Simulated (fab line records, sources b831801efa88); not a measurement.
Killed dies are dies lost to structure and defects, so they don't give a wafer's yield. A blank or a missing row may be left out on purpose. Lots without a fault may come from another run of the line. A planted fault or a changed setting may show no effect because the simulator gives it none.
One fault seen from 2 desks | flow sky130 | each desk has only its own numbers; what lay behind them comes last

THE METROLOGY DESK
What the gauges read, lot by lot, whatever tool the lot ran on: means of the sampled wafers that have a number. A lot is out of limits, marked OUT, if its mean lies more than 4 standard deviations from the usual mean; the brackets give that distance.
Columns: A = LDD_HVP_TW at SKY_LDD_HVP_TW_MEAS_10, usual 458; B = LDD_LDN_OVL at SKY_LDD_LDN_OVL_MEAS_07, usual -0.5 nm
lot  | first seen here | A   | B
L283 | day 22 17:15    | 462 | -1.0
L289 | day 24 17:11    | 456 | -1.3
L291 | day 25 22:17    | 457 | -2.0
L298 | day 27 17:51    | 462 | 0.0
L301 | day 28 11:29    | 454 | -1.5
L303 | day 29 19:56    | 460 | -1.7
This desk's finding: nothing out of limits on any of the 6 lots.

THE TOOL OWNER'S DESK: implanter-04
The tool's own readings at SKY_LDD_LDN_IMPLANT_10: means of the sampled wafers that have a number, for each lot that ran on this tool. A lot is out of limits, marked OUT, if its mean lies more than 4 standard deviations from the usual mean; the brackets give that distance.
Columns: A = beam_energy_keV at SKY_LDD_LDN_IMPLANT_10, usual 15.000; B = beam_on_s at SKY_LDD_LDN_IMPLANT_10, usual 10.00 s; C = dose_ions_cm2 at SKY_LDD_LDN_IMPLANT_10, usual 1.2501e+13; D = faraday_current_uA at SKY_LDD_LDN_IMPLANT_10, usual 70.5
lot  | first seen here | A      | B     | C                            | D
L283 | day 23 23:30    | 15.001 | 9.95  | 1.2503e+13                   | 70.9
L289 | day 25 22:38    | 15.000 | 10.11 | 6.7950e+12 (-99 or more) OUT | 37.9 (-25) OUT
L291 | day 27 03:38    | 15.000 | 9.96  | 6.7503e+12 (-99 or more) OUT | 38.2 (-25) OUT
This desk's finding: out of limits on L289, L291; first on L289, day 25 22:38 (dose_ions_cm2 at SKY_LDD_LDN_IMPLANT_10). In limits: L283.

PUT TOGETHER
The tool owner's desk could have raised an alarm at day 25 22:38, on L289, L291.
The metrology desk saw nothing out of limits.
The metrology desk has L289, L291 on record, within its limits.
Of the lots named, all ran SKY_LDD_LDN_IMPLANT_10 on implanter-04.

WHAT THE SIMULATOR HAD PUT IN
Process parameter drift: implanter-04, from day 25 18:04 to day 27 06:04, at SKY_LDD_LDN_IMPLANT_10. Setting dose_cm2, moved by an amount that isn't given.
Lots struck among those shown: L289, L291.
Hours from the fault's start to each desk's first reading out of limits: the tool owner's desk, 5.
